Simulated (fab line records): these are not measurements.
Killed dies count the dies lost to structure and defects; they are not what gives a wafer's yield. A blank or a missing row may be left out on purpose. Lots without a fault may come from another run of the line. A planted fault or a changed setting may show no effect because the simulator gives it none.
Matching of chambers + flow gf180mcu + rie diel-03 running GF_M5_ETCH_09: 3 sister chambers
The step etches Si3N4 in CF4/O2, target depth 52 nm, time 11.6 s. 6 wafers are shown with their chamber, then 5 later ones without.

## WAFERS, EACH WITH ITS CHAMBER
| wafer  | chamber | drypump motor current A (A) | throttle valve pct (%) |
|--------|---------|-----------------------------|------------------------|
| L086.3 | 0       | 5.7                         | 5.962                  |
| L087.2 | 1       | 5.7                         | 5.968                  |
| L087.6 | 2       | 5.9                         | 5.969                  |
| L093.1 | 2       | 5.8                         | 5.974                  |
| L093.2 | 1       | 5.7                         | 5.973                  |
| L093.3 | 0       | 5.7                         | 5.970                  |

## WAFERS WITHOUT THEIR CHAMBER
| wafer  | drypump motor current A (A) | throttle valve pct (%) |
|--------|-----------------------------|------------------------|
| L093.5 | 5.6                         | 5.963                  |
| L093.6 | 5.8                         | 5.987                  |
| L095.3 | 5.9                         | 5.973                  |
| L095.6 | 5.8                         | 5.975                  |
| L097.4 | 5.8                         | 5.970                  |

## THE CHAMBER EACH PASSED THROUGH
| wafer  | from the rows above          | in truth |
|--------|------------------------------|----------|
| L093.5 | can't be placed: 0 or 1      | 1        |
| L093.6 | can't be placed: 2 or 1 or 0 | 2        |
| L095.3 | 2                            | 2        |
| L095.6 | can't be placed: 2 or 1 or 0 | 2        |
| L097.4 | can't be placed: 2 or 1 or 0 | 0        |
Correct placement for 1 of the 5. From these rows, 4 cannot be placed; in 4 the true chamber is one of the candidates. Number placed wrongly: 0.
How it was worked out, from the rows above alone: a wafer's distance from a chamber is the root of the sum, over the readings, of the square of ((its reading less the chamber's mean) divided by the reading's scatter). The wafer belongs to the nearest chamber; if the next one is less than 2 further off, it can't be placed. A chamber's mean is the mean of its shown wafers. The scatter: the root of (the sum of the squares of (reading less its chamber's mean) over the shown wafers, divided by (wafers less chambers)).
